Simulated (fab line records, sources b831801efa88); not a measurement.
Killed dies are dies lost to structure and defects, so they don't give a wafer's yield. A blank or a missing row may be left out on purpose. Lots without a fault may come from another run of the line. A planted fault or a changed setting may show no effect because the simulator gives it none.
fab line records | flow sky130
record lots=11 wafers=33 last_day=49
route steps=708 shown DNWELL@43 GATE_OXIDE@188 METAL1@438
lots that met no fault: from a run of the same line without faults
start_h: hours from the record's first day to the start of the lot's first wafer shown | wait_h: hours since the lot's step before | " the same as in the row above | L1.1+2: a row that stands for several wafers | - no value, or no start given | * or withheld: withheld | < > ~ a bound
route shown NAME@n: a module of which the file shows steps, and the number in the route of the first | usual: mean/standard deviation of fault-free wafers | same: alike in all rows | chamber/n: place in a boat | sites: the reading at each site | _std_site: their standard deviation | _edge_site: outer sites' mean less inner sites' | radius_mm: how far each site lies from the wafer's centre | mask NAME#n: copy n | behind: the tool/chamber that last shaped the wafer | hold: why the lot was held/for how many hours/how that ended | device: the transistor (n, p or np) that didn't switch | end of line: the same wafers' tests at the end of the route | a step without rows: its recipe alone | killed: dies lost to structure and defects at the first sort, not the wafer's yield | map: a wafer's dies, x killed, . not, _ none there
set.NAME: the setting as run; set.NAME@STEP: as run at that earlier step | model.NAME: the simulator's own value behind a step, which no gauge read
steps of the route over a sample of lots; a table a step, a row a wafer
services: from which hour (start_h, from the record's first day; less than 0 if before it) a tool's chamber was out of use, for how many hours, and why
## steps
# step SKY_DNWELL_STRIP_08
# recipe chemistry=O2/N2 power_w=1400 pressure_mtorr=1500 platen_temp_c=withheld o2_flow_sccm=3000 n2_flow_sccm=300 overash_fraction=0.5
# usual drypump_motor_current_A=5.5/0.36 oes_product_au=0.723/0.0045 strip_time_to_endpoint_s=36.96/0.14
# columns lot.wafer tool chamber start_h wait_h drypump_motor_current_A oes_product_au rf_hours_counter_h strip_time_to_endpoint_s
L176.1 plasma_asher-04 0 53.73 0.1 5.4 0.728 26 36.92
L176.2 " 1 " " 4.9 0.729 26 36.80
L176.5 " 0 " " 5.4 0.732 - 36.87
L178.2 plasma_asher-04 0 66.89 0.1 5.5 0.719 27 36.73
L178.4 " 1 " " 4.9 0.730 - 36.87
L178.6 " 1 " " 4.9 0.716 - 36.81
L180.2 plasma_asher-04 0 74.14 0.1 5.4 0.722 28 36.97
L180.4 " 0 " " 5.5 0.726 - 37.05
L180.6 " 1 " " 4.9 0.723 - 36.92
L181.2 plasma_asher-01 0 76.83 0.1 5.9 0.721 39 36.71
L181.4 " 1 " " 5.5 0.725 - 36.70
L181.5 " 1 " " 5.5 0.718 - 36.62
L183.1 plasma_asher-03 1 89.89 0.1 5.9 0.715 41 37.07
L183.3 " 1 " " 5.9 0.728 - 36.94
L183.4 " 0 " " 5.5 0.720 - 36.91
L184.1 plasma_asher-04 1 95.39 0.2 4.9 0.725 30 37.06
L184.2 " 0 " " 5.4 0.718 30 37.01
L184.5 " 0 " " 5.4 0.726 - 36.85
L185.1 plasma_asher-01 0 98.54 0.1 5.9 0.729 41 37.10
L185.2 " 1 " " 5.4 0.720 41 37.24
L185.4 " 1 " " 5.5 0.725 - 37.15
L186.1 plasma_asher-03 0 107.49 0.1 5.5 0.721 43 36.95
L186.3 " 0 " " 5.5 0.720 - 36.96
L186.5 " 1 " " 5.9 0.722 - 36.84
L188.2 plasma_asher-03 1 118.78 0.1 5.9 0.719 44 37.02
L188.5 " 0 " " 5.5 0.726 - 37.02
L188.6 " 1 " " 5.9 0.724 - 36.96
L195.2 plasma_asher-04 1 154.98 0.1 4.9 0.718 36 36.84
L195.3 " 1 " " 4.9 0.736 - 36.82
L195.4 " 0 " " 5.4 0.724 - 36.76
L196.2 plasma_asher-04 0 160.44 0.1 5.4 0.720 37 37.14
L196.3 " 0 " " 5.4 0.731 - 37.19
L196.5 " 1 " " 4.9 0.720 - 37.25
# step SKY_GATE_OXIDE_OXIDATION_01
# recipe temp_c=900 ambient=O2 stabilise_s=600 purge_s=300 target_thk_a=102.68 ox_time_s=1473
# usual spike_tc_top_C=909.0/2.5 tube_center_temp_C_max=902.3/0.37 zone_power_bottom_pct=27.9/0.5 zone_power_lower_pct=19.1/1.5
# columns lot.wafer tool chamber start_h wait_h spike_tc_top_C tube_center_temp_C_max zone_power_bottom_pct zone_power_lower_pct
L176.1 furnace-01 0 273.30 0.0 909.9 903.0 27.6 17.5
L176.2 " 0 " " 908.7 902.3 27.3 18.2
L176.5 " 0 " " 909.8 901.9 27.1 17.8
L178.2 furnace-01 0 293.54 0.7 911.3 902.2 27.6 17.7
L178.4 " 0 " " 910.5 902.7 27.7 17.7
L178.6 " 0 " " 909.4 902.5 27.8 17.8
L181.2 furnace-01 0 309.09 0.0 912.1 902.8 27.6 17.8
L181.4 " 0 " " 911.0 902.8 27.8 18.1
L181.5 " 0 " " 911.8 902.5 28.0 18.0
L180.2 furnace-02 0 310.79 1.2 905.9 902.3 28.1 20.8
L180.4 " 0 " " 906.4 903.0 28.5 21.3
L180.6 " 0 " " 907.7 902.7 28.5 21.3
L183.1 furnace-01 0 336.09 0.0 911.7 902.6 27.7 17.7
L183.3 " 0 " " 911.5 902.3 28.4 18.0
L183.4 " 0 " " 912.5 902.1 27.3 17.9
L184.1 furnace-01 0 338.67 0.9 910.6 902.7 27.7 17.8
L184.2 " 0 " " 912.3 901.6 27.3 18.1
L184.5 " 0 " " 911.8 902.7 27.9 17.8
L185.1 furnace-02 0 342.71 2.5 907.2 902.4 28.6 21.2
L185.2 " 0 " " 906.8 902.2 28.6 21.3
L185.4 " 0 " " 907.5 902.1 27.7 21.2
L186.1 furnace-02 0 356.45 0.2 905.7 902.3 28.8 20.5
L186.3 " 0 " " 905.7 902.4 28.2 20.9
L186.5 " 0 " " 905.3 902.2 28.4 21.2
L188.2 furnace-01 0 378.13 1.9 911.0 901.8 27.7 17.5
L188.5 " 0 " " 911.5 902.8 27.2 17.9
L188.6 " 0 " " 911.5 902.1 27.8 18.2
L195.2 furnace-01 0 429.15 0.0 910.6 901.9 27.7 18.1
L195.3 " 0 " " 910.1 901.8 27.4 17.8
L195.4 " 0 " " 911.7 903.0 27.6 18.0
L196.2 furnace-01 0 439.20 0.0 910.6 902.3 27.8 17.9
L196.3 " 0 " " 911.1 902.2 27.5 17.7
L196.5 " 0 " " 911.0 902.6 27.7 18.1
# step SKY_GATE_OXIDE_THK_MEAS_02
# recipe reads=SiO2_of_GATE_OXIDE_OXIDATION_01
# usual GATE_OXIDE_OXIDATION_00_THK=10.30/0.17
# columns lot.wafer tool chamber start_h wait_h hold GATE_OXIDE_OXIDATION_00_THK[nm]
L176.1 film_metro-01 - 274.71 0.0 - 10.22
L176.2 " - " " - 9.91
L176.5 " - " " - 10.00
L178.2 film_metro-02 - 294.96 0.0 - 10.38
L178.4 " - " " - 10.30
L178.6 " - " " - 10.42
L181.2 film_metro-02 - 310.51 0.0 - 10.44
L181.4 " - " " - 10.49
L181.5 " - " " - 10.64
L180.2 film_metro-01 - 312.21 0.0 - 10.31
L180.4 " - " " - 10.45
L180.6 " - " " - 10.40
L183.1 film_metro-04 - 337.49 0.0 - 10.26
L183.3 " - " " - 10.14
L183.4 " - " " - 10.27
L184.1 film_metro-01 - 340.08 0.0 - 10.13
L184.2 " - " " - 10.17
L184.5 " - " " - 10.28
L185.1 film_metro-01 - 344.11 0.0 - 9.85
L185.2 " - " " - 10.00
L185.4 " - " " - 9.88
L186.1 film_metro-01 - 357.85 0.0 - 10.22
L186.3 " - " " - 10.17
L186.5 " - " " - 10.24
L188.2 film_metro-04 - 379.55 0.0 - 10.51
L188.5 " - " " - 10.64
L188.6 " - " " - 10.49
L195.2 film_metro-01 - 430.57 0.0 await_dispo/0.2h/release 7.47
L195.3 " - " " await_dispo/0.2h/release 7.66
L195.4 " - " " await_dispo/0.2h/release 7.35
L195.2 film_metro-01 - 430.80 0.2 - 7.52
L195.3 " - " " - 7.69
L195.4 " - " " - 7.42
L196.2 film_metro-01 - 440.62 0.0 await_dispo/0.2h/release 7.66
L196.3 " - " " await_dispo/0.2h/release 7.57
L196.5 " - " " await_dispo/0.2h/release 7.72
L196.2 film_metro-01 - 440.95 0.3 - 7.72
L196.3 " - " " - 7.49
L196.5 " - " " - 7.74
# step SKY_METAL1_SPUTTER_04
# recipe material=TiN target_thk_nm=70 power_w=6500 time_s=58.3 chamber_pressure_pa=0.4
# usual throttle_valve_pct=30.3/1.1
# columns lot.wafer tool chamber start_h wait_h throttle_valve_pct
L176.1 pvd_sputter-03 - 723.76 0.0 30.7
L176.2 " - " " 32.4
L176.5 " - " " 30.3
L178.2 pvd_sputter-03 - 749.12 0.0 30.9
L178.4 " - " " 28.4
L178.6 " - " " 32.1
L181.2 pvd_sputter-03 - 760.40 0.0 32.3
L181.4 " - " " 28.5
L181.5 " - " " 32.3
L180.2 pvd_sputter-03 - 765.76 0.0 30.5
L180.4 " - " " 30.9
L180.6 " - " " 32.5
L183.1 pvd_sputter-04 - 790.38 0.0 29.3
L183.3 " - " " 29.5
L183.4 " - " " 30.6
L184.1 pvd_sputter-03 - 792.31 0.0 28.8
L184.2 " - " " 32.4
L184.5 " - " " 30.9
L185.1 pvd_sputter-01 - 797.20 0.0 30.5
L185.2 " - " " 28.9
L185.4 " - " " 30.2
L186.1 pvd_sputter-04 - 813.01 0.0 29.2
L186.3 " - " " 30.0
L186.5 " - " " 29.4
L188.2 pvd_sputter-04 - 827.74 0.0 29.5
L188.5 " - " " 30.8
L188.6 " - " " 29.5
L195.2 pvd_sputter-01 - 875.11 0.0 30.3
L195.3 " - " " 30.8
L195.4 " - " " 29.0
L196.2 pvd_sputter-03 - 885.96 0.0 30.6
L196.3 " - " " 28.4
L196.5 " - " " 31.2
# step SKY_METAL1_RS_MEAS_05
# recipe thk_meas_gauge=four-point-probe reads=TiN_of_METAL1_SPUTTER_04+Ti_of_METAL1_SPUTTER_03+AlCu_of_METAL1_SPUTTER_02+TiN_of_METAL1_SPUTTER_01+Ti_of_METAL1_SPUTTER_00
# usual METAL1_ALCU_RS=0.1261/0.0016
# columns lot.wafer tool chamber start_h wait_h METAL1_ALCU_RS[ohm/sq]
L176.1 film_metro-04 - 723.81 0.0 0.1266
L176.2 " - " " 0.1244
L176.5 " - " " 0.1264
L178.2 film_metro-01 - 749.19 0.0 0.1226
L178.4 " - " " 0.1240
L178.6 " - " " 0.1244
L181.2 film_metro-04 - 760.47 0.0 0.1239
L181.4 " - " " 0.1254
L181.5 " - " " 0.1252
L180.2 film_metro-01 - 765.83 0.0 0.1279
L180.4 " - " " 0.1264
L180.6 " - " " 0.1268
L183.1 film_metro-02 - 790.43 0.0 0.1276
L183.3 " - " " 0.1279
L183.4 " - " " 0.1296
L184.1 film_metro-02 - 792.36 0.0 0.1254
L184.2 " - " " 0.1263
L184.5 " - " " 0.1273
L185.1 film_metro-01 - 797.24 0.0 0.1276
L185.2 " - " " 0.1290
L185.4 " - " " 0.1298
L186.1 film_metro-04 - 813.06 0.0 0.1270
L186.3 " - " " 0.1273
L186.5 " - " " 0.1257
L188.2 film_metro-02 - 827.81 0.0 0.1267
L188.5 " - " " 0.1269
L188.6 " - " " 0.1266
L195.2 film_metro-04 - 875.18 0.0 0.1283
L195.3 " - " " 0.1262
L195.4 " - " " 0.1267
L196.2 film_metro-04 - 886.03 0.0 0.1249
L196.3 " - " " 0.1237
L196.5 " - " " 0.1237
## services
# columns tool chamber start_h hours kind
furnace-01 - 108.86 3.8 pm
furnace-01 - 160.28 40.9 repair
plasma_asher-04 - 163.93 0.7 repair
furnace-01 - 253.32 4.2 pm
pvd_sputter-03 - 261.60 6.4 repair
plasma_asher-04 - 263.05 0.7 repair
furnace-01 - 283.35 1.2 repair
pvd_sputter-03 - 307.13 2.2 repair
pvd_sputter-03 - 365.96 1.1 repair
pvd_sputter-03 - 476.05 11.8 repair
pvd_sputter-03 - 484.26 3.0 repair
plasma_asher-04 - 534.79 4.5 repair
pvd_sputter-03 - 575.18 0.5 repair
furnace-01 - 613.32 3.3 pm
pvd_sputter-03 - 621.05 2.6 repair
plasma_asher-04 - 624.06 4.9 repair
pvd_sputter-03 - 631.68 4.4 repair
pvd_sputter-03 - 642.36 8.7 repair
pvd_sputter-03 - 678.75 2.7 repair
furnace-01 - 686.43 2.0 pm
plasma_asher-04 - 731.74 2.8 pm
pvd_sputter-03 - 732.93 1.7 repair
furnace-01 - 781.01 3.6 pm
furnace-01 - 818.53 3.4 pm
## key
first_sign step=SKY_GATE_OXIDE_THK_MEAS_02 reading=visit direction=added
effect step=SKY_GATE_OXIDE_THK_MEAS_02 reading=GATE_OXIDE_OXIDATION_00_THK direction=down sigmas=16 usual=10.30 struck=7.57
met_at SKY_GATE_OXIDE_OXIDATION_01
struck_lots L195,L196
tester_left_out L195,L196
not_acting_at SKY_DNWELL_STRIP_08,SKY_METAL1_SPUTTER_04,SKY_METAL1_RS_MEAS_05
onset_between 378.13 429.15
also_fits time
fault kind=process_parameter_drift tool=furnace-01 chamber=- onset_h=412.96 steps=SKY_GATE_OXIDE_OXIDATION_01 channel=ox_time_s offset=* shape=step end_h=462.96 acts_in=* stated=*
# tester_left_out: of these lots the tester's yield and bins aren't shown, on N5 and GAA mostly nor the transistor test; their killed dies are dies lost to structure and defects alone, not to doping, threshold or leakage, so they don't give the yield
